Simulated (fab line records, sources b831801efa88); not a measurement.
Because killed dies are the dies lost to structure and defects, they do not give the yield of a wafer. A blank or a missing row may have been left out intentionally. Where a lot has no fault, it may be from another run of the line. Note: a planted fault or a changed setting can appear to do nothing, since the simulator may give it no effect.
fab line records	flow sky130
[record] lots = 6	wafers = 18	lastDay = 50
route steps=708 shown LDD_HVN@274 LDD_HVP@278 PAD_OPEN@708
lots that met no fault: taken from a fault-free run of the same line
startH: hours from the record's first day to the start of the lot's first wafer shown	waitH: time in hours since the lot's previous step	" repeats the value in the row above	L1.1+2: several wafers, shown together as one row	- no value, or no start was given	* or withheld: withheld	< > ~ a bound
route shown NAME@n: a module of which the file shows steps, and the number in the route of the first	usual: mean/standard deviation taken from wafers without a fault	same: alike in all rows	chamber/n: place in a boat	sites: readings site by site	_std_site: the standard deviation of these	_edge_site: mean of outer sites minus mean of inner sites	radiusMm: how far each site lies from the wafer's centre	mask NAME#n: copy n	behind: the last tool/chamber to shape the wafer	hold: cause of the lot's hold/its duration in hours/its outcome	device: names the non-switching transistor (n, p or np)	end of line: the same wafers' tests at the end of the route	a step given without rows: its recipe and nothing more	killed: dies that structure and defects cost at the first sort, which is not the same as the wafer's yield	map: a wafer's dies, x killed, . not, _ none there
set.NAME: the setting as run; set.NAME@STEP: as run at that earlier step	model.NAME: the simulator's own value behind a step, which no gauge read
lots at selected steps of the route; one table per step, one row per wafer
services: a tool's chamber out of use, with start hour (startH, from the record's first day; less than 0 if before it), hours out, and reason
[[steps]]
[step SKY_LDD_HVN_OVL_MEAS_07]
[usual] LDD_HVN_OVL = -0.4/1.4
lot.wafer	tool	chamber	startH	waitH	LDD_HVN_OVL[nm]
L777.1	overlay-02	-	454.90	0.1	-3.4
L777.3	"	-	"	"	-1.9
L777.6	"	-	"	"	-1.9
L789.1	overlay-01	-	562.20	0.1	1.0
L789.2	"	-	"	"	1.2
L789.4	"	-	"	"	1.4
L790.1	overlay-01	-	573.89	0.1	1.5
L790.4	"	-	"	"	0.6
L790.6	"	-	"	"	0.7
L793.1	overlay-02	-	606.24	0.1	0.2
L793.3	"	-	"	"	-0.9
L793.5	"	-	"	"	-0.1
L795.2	overlay-01	-	612.56	0.1	-1.2
L795.3	"	-	"	"	-0.7
L795.6	"	-	"	"	-0.4
L800.1	overlay-01	-	654.25	0.1	-0.3
L800.4	"	-	"	"	0.7
L800.6	"	-	"	"	-0.2
[step SKY_LDD_HVN_IMPLANT_08]
[recipe] species = P	energyKev = 60	doseCm2 = 3e+13	tiltDeg = 40
[step SKY_LDD_HVN_STRIP_09]
[recipe] chemistry = O2/N2	powerW = 1400	pressureMtorr = 1500	platenTempC = withheld	o2FlowSccm = 3000	n2FlowSccm = 300	overashFraction = 0.5
[usual] drypumpMotorCurrentA = 5.7/0.52	n2FlowSccm = 300.1/0.85	oesProductAu = 0.408/0.0042	stripTimeToEndpointS = 4.135/0.015
lot.wafer	tool	chamber	startH	waitH	drypumpMotorCurrentA	n2FlowSccm	oesProductAu	rfHoursCounterH	stripTimeToEndpointS
L777.1	plasmaAsher-01	1	455.09	0.1	6.5	299.7	0.413	34	4.147
L777.3	"	1	"	"	6.5	299.3	0.412	-	4.119
L777.6	"	0	"	"	5.7	301.7	0.404	-	4.123
L789.1	plasmaAsher-01	1	562.39	0.1	6.6	299.6	0.408	45	4.134
L789.2	"	0	"	"	5.7	301.2	0.412	45	4.126
L789.4	"	1	"	"	6.5	298.4	0.400	-	4.140
L790.1	plasmaAsher-04	1	574.07	0.1	5.2	300.0	0.406	74	4.118
L790.4	"	1	"	"	5.2	299.8	0.400	-	4.146
L790.6	"	1	"	"	5.2	298.1	0.408	-	4.145
L793.1	plasmaAsher-01	1	606.42	0.1	6.5	300.5	0.407	49	4.125
L793.3	"	0	"	"	5.7	299.6	0.404	-	4.116
L793.5	"	1	"	"	6.6	299.6	0.402	-	4.111
L795.2	plasmaAsher-04	0	612.74	0.1	6.3	299.7	0.411	77	4.128
L795.3	"	0	"	"	6.3	300.2	0.400	-	4.148
L795.6	"	1	"	"	5.2	299.6	0.409	-	4.136
L800.1	plasmaAsher-04	1	654.44	0.1	5.2	300.4	0.410	82	4.163
L800.4	"	1	"	"	5.2	299.1	0.408	-	4.150
L800.6	"	0	"	"	6.3	299.5	0.403	-	4.157
[step SKY_LDD_HVN_TW_MEAS_10]
[usual] LDD_HVN_TW = 1450/7.8
lot.wafer	tool	chamber	startH	waitH	LDD_HVN_TW
L777.1	filmMetro-04	-	455.19	0.1	1451
L777.3	"	-	"	"	1457
L777.6	"	-	"	"	1460
L789.1	filmMetro-02	-	562.49	0.1	1450
L789.2	"	-	"	"	1450
L789.4	"	-	"	"	1459
L790.1	filmMetro-02	-	574.17	0.1	1451
L790.4	"	-	"	"	1449
L790.6	"	-	"	"	1449
L793.1	filmMetro-01	-	606.52	0.1	1435
L793.3	"	-	"	"	1434
L793.5	"	-	"	"	1438
L795.2	filmMetro-02	-	612.85	0.1	1440
L795.3	"	-	"	"	1443
L795.6	"	-	"	"	1449
L800.1	filmMetro-04	-	654.54	0.1	1448
L800.4	"	-	"	"	1456
L800.6	"	-	"	"	1448
[step SKY_LDD_HVP_DEHYDRATE_00]
[recipe] tempC = 200	timeS = 60
[step SKY_LDD_HVP_HMDS_01]
[recipe] primeTimeS = 60	primeTempC = 120
[step SKY_LDD_HVP_COAT_02]
[recipe] resist = NOVOLAK	spinRpm = 3000	resistThkNm = 300
[step SKY_LDD_HVP_SOFTBAKE_03]
[recipe] tempC = 90	timeS = 60	resist = NOVOLAK
[step SKY_LDD_HVP_EXPOSE_04]
[recipe] maskId = HVPTM	na = 0.6	sourceShape = conventional	sigmaOuter = 0.6	polarization = unpolarized	targetCdNm = 700	doseMj = 86
[step SKY_LDD_HVP_PEB_05]
[recipe] tempC = withheld	timeS = *	resist = NOVOLAK
[step SKY_LDD_HVP_DEVELOP_06]
[recipe] resist = NOVOLAK	developer = TMAH	developTimeS = 60	devTempC = 23
[step SKY_LDD_HVP_OVL_MEAS_07]
[usual] LDD_HVP_OVL = -1.0/1.5
lot.wafer	tool	chamber	startH	waitH	LDD_HVP_OVL[nm]
L777.1	overlay-01	-	485.56	0.1	0.3
L777.3	"	-	"	"	-0.9
L777.6	"	-	"	"	-2.6
L789.1	overlay-01	-	591.65	0.1	0.3
L789.2	"	-	"	"	-1.5
L789.4	"	-	"	"	-1.9
L790.1	overlay-02	-	602.80	0.1	-2.5
L790.4	"	-	"	"	-0.9
L790.6	"	-	"	"	-3.2
L793.1	overlay-02	-	634.61	0.1	0.0
L793.3	"	-	"	"	1.9
L793.5	"	-	"	"	1.2
L795.2	overlay-01	-	640.91	0.1	0.4
L795.3	"	-	"	"	-0.2
L795.6	"	-	"	"	-0.3
L800.1	overlay-02	-	682.16	0.1	-1.2
L800.4	"	-	"	"	-2.7
L800.6	"	-	"	"	0.0
[step SKY_LDD_HVP_IMPLANT_08]
[recipe] species = B	energyKev = 20	doseCm2 = 1.7e+13	tiltDeg = 17.9
[usual] beamEnergyKeV = 19.999/0.0062
lot.wafer	tool	chamber	startH	waitH	beamEnergyKeV	model.implant.rpNm	model.implant.drpNm
L777.1	implanter-02	0	485.60	0.0	19.995	61.17	28.53
L777.3	"	0	"	"	20.004	61.17	28.53
L777.6	"	0	"	"	20.010	61.17	28.53
L789.1	implanter-03	0	591.69	0.0	25.272	82.32	36.38
L789.2	"	0	"	"	25.269	82.32	36.38
L789.4	"	0	"	"	25.273	82.32	36.38
L790.1	implanter-03	0	602.84	0.0	25.285	77.73	36.38
L790.4	"	0	"	"	25.278	77.73	36.38
L790.6	"	0	"	"	25.277	77.73	36.38
L793.1	implanter-02	0	634.65	0.0	19.988	64.78	28.53
L793.3	"	0	"	"	20.000	64.78	28.53
L793.5	"	0	"	"	19.993	64.78	28.53
L795.2	implanter-04	0	640.96	0.0	19.991	61.98	28.53
L795.3	"	0	"	"	19.990	61.98	28.53
L795.6	"	0	"	"	19.999	61.98	28.53
L800.1	implanter-03	0	682.20	0.0	20.011	63.42	28.53
L800.4	"	0	"	"	19.999	63.42	28.53
L800.6	"	0	"	"	20.004	63.42	28.53
[step SKY_LDD_HVP_STRIP_09]
[recipe] chemistry = O2/N2	powerW = 1400	pressureMtorr = 1500	platenTempC = withheld	o2FlowSccm = 3000	n2FlowSccm = 300	overashFraction = 0.5
[usual] drypumpMotorCurrentA = 5.6/0.46	n2FlowSccm = 299.8/0.88	oesProductAu = 0.408/0.0044	stripTimeToEndpointS = 4.139/0.013
lot.wafer	tool	chamber	startH	waitH	drypumpMotorCurrentA	n2FlowSccm	oesProductAu	rfHoursCounterH	stripTimeToEndpointS
L777.1	plasmaAsher-02	0	485.75	0.1	5.2	300.8	0.412	5	4.151
L777.3	"	1	"	"	5.5	299.8	0.403	-	4.129
L777.6	"	1	"	"	5.6	299.7	0.402	-	4.156
L789.1	plasmaAsher-04	1	591.84	0.1	5.2	302.2	0.409	76	4.143
L789.2	"	0	"	"	6.3	299.5	0.413	76	4.152
L789.4	"	0	"	"	6.3	297.9	0.411	-	4.143
L790.1	plasmaAsher-04	1	602.99	0.1	5.2	299.4	0.412	77	4.119
L790.4	"	0	"	"	6.3	300.3	0.411	-	4.131
L790.6	"	0	"	"	6.3	301.7	0.407	-	4.135
L793.1	plasmaAsher-02	0	634.80	0.1	5.2	299.3	0.404	21	4.138
L793.3	"	0	"	"	5.2	298.9	0.413	-	4.153
L793.5	"	1	"	"	5.5	300.2	0.405	-	4.131
L795.2	plasmaAsher-02	1	641.09	0.1	5.6	300.9	0.411	21	4.149
L795.3	"	1	"	"	5.6	300.4	0.405	-	4.124
L795.6	"	0	"	"	5.2	298.6	0.411	-	4.146
L800.1	plasmaAsher-04	1	682.35	0.1	5.2	299.6	0.403	85	4.154
L800.4	"	1	"	"	5.2	300.8	0.408	-	4.144
L800.6	"	0	"	"	6.3	299.2	0.407	-	4.152
[step SKY_LDD_HVP_TW_MEAS_10]
[usual] LDD_HVP_TW = 456/4.8
lot.wafer	tool	chamber	startH	waitH	hold	LDD_HVP_TW
L777.1	filmMetro-01	-	485.85	0.1	-	459
L777.3	"	-	"	"	-	456
L777.6	"	-	"	"	-	458
L789.1	filmMetro-01	-	591.94	0.1	awaitDispo/0.2h/release	483
L789.2	"	-	"	"	awaitDispo/0.2h/release	481
L789.4	"	-	"	"	awaitDispo/0.2h/release	485
L789.1	filmMetro-01	-	592.24	0.3	-	483
L789.2	"	-	"	"	-	483
L789.4	"	-	"	"	-	483
L790.1	filmMetro-01	-	603.09	0.1	awaitDispo/0.2h/release	480
L790.4	"	-	"	"	awaitDispo/0.2h/release	480
L790.6	"	-	"	"	awaitDispo/0.2h/release	478
L790.1	filmMetro-01	-	603.31	0.2	-	476
L790.4	"	-	"	"	-	479
L790.6	"	-	"	"	-	479
L793.1	filmMetro-03	-	634.90	0.1	-	453
L793.3	"	-	"	"	-	449
L793.5	"	-	"	"	-	449
L795.2	filmMetro-04	-	641.20	0.1	-	461
L795.3	"	-	"	"	-	464
L795.6	"	-	"	"	-	463
L800.1	filmMetro-04	-	682.45	0.1	-	464
L800.4	"	-	"	"	-	463
L800.6	"	-	"	"	-	465
[step SKY_PAD_OPEN_PROBE_99]
[usual] killed_at_M0_to_M3 = 44/6.4	killed_at_M4_up = 3.4/2.1	killedAtContacts = 23/5	killedAtFrontEnd = 15/4.5	killedAtOther = 0.3/0.54	killedDies = 86/9.5	killedOnRim = 17/3.9	killedOpen = 48/6.9	killedShort = 38/5.9
[same] grossDies = 492	killedAtBackSide = 0
lot.wafer	tool	chamber	startH	waitH	killed_at_M0_to_M3	killed_at_M4_up	killedAtContacts	killedAtFrontEnd	killedAtOther	killedDies	killedOnRim	killedOpen	killedShort	model.etest.tip_p_5v.rsOhmSq	model.etest.pfetG5v0d10v5.offLog10AUm	model.etest.pfetG5v0d10v5.vtSatV
L777.1	prober-01	-	1069.01	0.1	45	4	18	18	0	85	17	50	34	2893	-12.48	-0.6169
L777.3	prober-01	-	1069.11	0.2	49	4	22	21	2	98	22	46	50	2886	-12.36	-0.6185
L777.6	prober-01	-	1069.26	0.2	37	0	20	12	1	70	16	38	31	2890	-12.74	-0.6558
L789.1	prober-01	-	1140.66	0.1	45	0	24	15	1	85	18	38	47	2708	-11.82	-0.5627
L789.2	prober-01	-	1140.71	0.1	48	3	30	16	0	97	21	55	42	2712	-11.57	-0.5381
L789.4	prober-01	-	1140.81	0.2	41	4	28	13	0	86	17	56	30	2730	-11.9	-0.5623
L790.1	prober-02	-	1147.58	0.1	55	6	28	17	1	107	15	67	38	2719	-11.8	-0.567
L790.4	prober-02	-	1147.73	0.2	59	4	19	19	0	101	21	52	47	2716	-11.9	-0.5714
L790.6	prober-02	-	1147.83	0.2	56	2	19	27	0	104	19	48	56	2731	-11.99	-0.5814
L793.1	prober-01	-	1166.01	0.1	46	3	28	16	1	94	22	51	41	2814	-12.03	-0.5883
L793.3	prober-01	-	1166.11	0.2	36	1	25	15	0	77	9	42	34	2834	-11.95	-0.5774
L793.5	prober-01	-	1166.21	0.2	55	2	26	14	1	98	28	62	35	2826	-12.13	-0.5811
L795.2	prober-01	-	1169.75	0.1	49	3	34	11	0	97	21	48	49	2834	-12.52	-0.6293
L795.3	prober-01	-	1169.80	0.2	40	5	24	9	0	78	8	41	36	2834	-12.74	-0.6589
L795.6	prober-01	-	1169.95	0.2	44	5	22	17	0	88	18	49	38	2846	-12.61	-0.654
L800.1	prober-02	-	1196.41	0.1	40	5	16	12	0	73	11	43	29	2874	-12.79	-0.6483
L800.4	prober-02	-	1196.56	0.2	45	2	21	8	1	77	17	48	28	2882	-12.93	-0.6699
L800.6	prober-02	-	1196.66	0.2	47	4	25	11	0	87	17	46	41	2871	-12.81	-0.6746
// killed by level:class
L777.1 VIA1:geometricParticle:open=10 VIA2:geometricParticle:open=9 CONTACT:geometricParticle:open=7 POLY_GATE:geometricParticle:short=6 METAL1:geometricParticle:short=5 VIA3:geometricParticle:open=5 FIELD_ISO:geometricParticle:open=4 VIA1:geometricParticle:short=4
L777.3 VIA1:geometricParticle:open=10 METAL3:geometricParticle:short=8 POLY_GATE:geometricParticle:open=7 CONTACT:geometricParticle:open=7 METAL1:geometricParticle:short=6 VIA1:geometricParticle:short=6 LI_CONTACT:geometricParticle:short=5 LI_CONTACT:geometricParticle:open=5
L777.6 CONTACT:geometricParticle:open=9 VIA3:geometricParticle:open=7 VIA1:geometricParticle:open=6 METAL2:geometricParticle:short=6 FIELD_ISO:geometricParticle:open=5 METAL1:geometricParticle:short=5 LI_CONTACT:geometricParticle:open=3 LOCAL_INTERCONNECT:geometricParticle:short=3
L789.1 VIA1:geometricParticle:open=9 METAL1:geometricParticle:short=8 CONTACT:geometricParticle:open=7 METAL2:geometricParticle:short=7 FIELD_ISO:geometricParticle:short=5 LI_CONTACT:geometricParticle:open=5 LOCAL_INTERCONNECT:geometricParticle:short=5 VIA3:geometricParticle:open=5
L789.2 VIA1:geometricParticle:open=12 LI_CONTACT:geometricParticle:open=11 METAL2:geometricParticle:short=9 CONTACT:geometricParticle:open=7 LI_CONTACT:geometricParticle:short=4 LOCAL_INTERCONNECT:geometricParticle:short=4 CONTACT:geometricParticle:short=4 VIA3:geometricParticle:open=4
L789.4 CONTACT:geometricParticle:open=11 VIA1:geometricParticle:open=11 VIA2:geometricParticle:open=8 LI_CONTACT:geometricParticle:open=7 VIA3:geometricParticle:open=7 FIELD_ISO:geometricParticle:open=5 VIA1:geometricParticle:short=5 METAL4:geometricParticle:short=4
L790.1 CONTACT:geometricParticle:open=12 VIA3:geometricParticle:open=11 VIA1:geometricParticle:open=11 VIA2:geometricParticle:open=11 METAL2:geometricParticle:short=7 FIELD_ISO:geometricParticle:open=6 VIA2:geometricParticle:short=6 POLY_GATE:geometricParticle:open=5
L790.4 VIA1:geometricParticle:open=24 METAL2:geometricParticle:short=7 VIA3:geometricParticle:open=7 METAL1:geometricParticle:short=6 POLY_GATE:geometricParticle:short=6 LOCAL_INTERCONNECT:geometricParticle:short=5 CONTACT:geometricParticle:short=5 CONTACT:geometricParticle:open=5
L790.6 METAL1:geometricParticle:short=11 VIA1:geometricParticle:open=10 METAL2:geometricParticle:short=10 CONTACT:geometricParticle:open=7 POLY_GATE:geometricParticle:short=5 POLY_GATE:geometricParticle:open=4 VIA3:geometricParticle:open=4 VIA2:geometricParticle:open=4
L793.1 VIA1:geometricParticle:open=13 LI_CONTACT:geometricParticle:open=9 CONTACT:geometricParticle:open=9 METAL2:geometricParticle:short=7 VIA3:geometricParticle:open=6 FIELD_ISO:geometricParticle:short=5 CONTACT:geometricParticle:short=5 VIA2:geometricParticle:open=5
L793.3 LI_CONTACT:geometricParticle:open=7 CONTACT:geometricParticle:open=7 FIELD_ISO:geometricParticle:open=6 VIA1:geometricParticle:open=6 METAL2:geometricParticle:short=6 CONTACT:geometricParticle:short=5 POLY_GATE:geometricParticle:short=4 VIA1:geometricParticle:short=4
L793.5 VIA1:geometricParticle:open=16 VIA2:geometricParticle:open=11 LI_CONTACT:geometricParticle:open=9 FIELD_ISO:geometricParticle:open=8 CONTACT:geometricParticle:open=7 VIA3:geometricParticle:open=7 LOCAL_INTERCONNECT:geometricParticle:short=5 VIA1:geometricParticle:short=5
L795.2 VIA3:geometricParticle:open=11 METAL1:geometricParticle:short=11 LI_CONTACT:geometricParticle:open=10 CONTACT:geometricParticle:short=10 CONTACT:geometricParticle:open=7 VIA2:geometricParticle:open=7 LOCAL_INTERCONNECT:geometricParticle:short=6 VIA1:geometricParticle:open=4
L795.3 CONTACT:geometricParticle:open=9 LI_CONTACT:geometricParticle:open=8 VIA3:geometricParticle:open=8 VIA1:geometricParticle:open=7 METAL1:geometricParticle:short=6 VIA2:geometricParticle:short=5 VIA3:geometricParticle:short=5 METAL4:geometricParticle:short=4
L795.6 VIA3:geometricParticle:open=13 LI_CONTACT:geometricParticle:open=9 VIA2:geometricParticle:open=6 LI_CONTACT:geometricParticle:short=5 VIA1:geometricParticle:open=5 CONTACT:geometricParticle:open=5 METAL1:geometricParticle:short=5 FIELD_ISO:geometricParticle:open=4
L800.1 VIA2:geometricParticle:open=9 CONTACT:geometricParticle:open=7 VIA3:geometricParticle:open=6 VIA1:geometricParticle:short=5 VIA1:geometricParticle:open=5 CONTACT:geometricParticle:short=4 METAL1:geometricParticle:short=4 METAL4:geometricParticle:short=4
L800.4 VIA1:geometricParticle:open=15 VIA3:geometricParticle:open=11 CONTACT:geometricParticle:open=9 LOCAL_INTERCONNECT:geometricParticle:short=6 LI_CONTACT:geometricParticle:open=5 METAL2:geometricParticle:short=4 VIA3:geometricParticle:short=4 POLY_GATE:geometricParticle:short=3
L800.6 LI_CONTACT:geometricParticle:open=9 VIA2:geometricParticle:open=8 VIA3:geometricParticle:open=8 VIA1:geometricParticle:open=7 METAL2:geometricParticle:short=7 CONTACT:geometricParticle:open=5 VIA1:geometricParticle:short=5 METAL3:geometricParticle:short=5
[[services]]
tool	chamber	startH	hours	kind
plasmaAsher-02	-	442.70	0.5	repair
implanter-03	-	543.05	1.9	repair
implanter-02	-	571.08	4.3	pm
implanter-04	-	608.65	1.5	repair
implanter-03	-	657.37	4.6	repair
plasmaAsher-02	-	661.08	13.5	repair
plasmaAsher-01	-	662.93	3.4	repair
implanter-04	-	665.48	5.5	repair
implanter-04	-	670.43	3.7	repair
plasmaAsher-01	-	672.36	1.1	repair
[[key]]
[firstSign] step = SKY_LDD_HVP_IMPLANT_08	reading = beamEnergyKeV	direction = up	sigmas = 99+	usual = *	struck = *
[effect] step = SKY_LDD_HVP_TW_MEAS_10	reading = visit	direction = added
[effect] step = SKY_LDD_HVP_TW_MEAS_10	reading = LDD_HVP_TW	direction = up	sigmas = 5.1	usual = 456	struck = 481
[modelEffect] step = SKY_LDD_HVP_IMPLANT_08	value = implant.rpNm	without = 63.48	struck = 80.02
[modelEffect] step = SKY_PAD_OPEN_PROBE_99	value = etest.tip_p_5v.rsOhmSq	without = 2830	struck = 2719
metAt SKY_LDD_HVP_IMPLANT_08
struckWafers L789.1,L789.2,L789.4,L790.1,L790.4,L790.6
testerLeftOut L789,L790
[fault] kind = processParameterDrift	tool = implanter-03	chamber = -	onsetH = 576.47	steps = SKY_LDD_HVP_IMPLANT_08	channel = energyKev	offset = *	shape = step	endH = 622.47	actsIn = *	stated = *
// testerLeftOut: of these lots the tester's yield and bins aren't shown, on N5 and GAA mostly nor the transistor test; their killed dies are dies lost to structure and defects alone, not to doping, threshold or leakage, so they don't give the yield
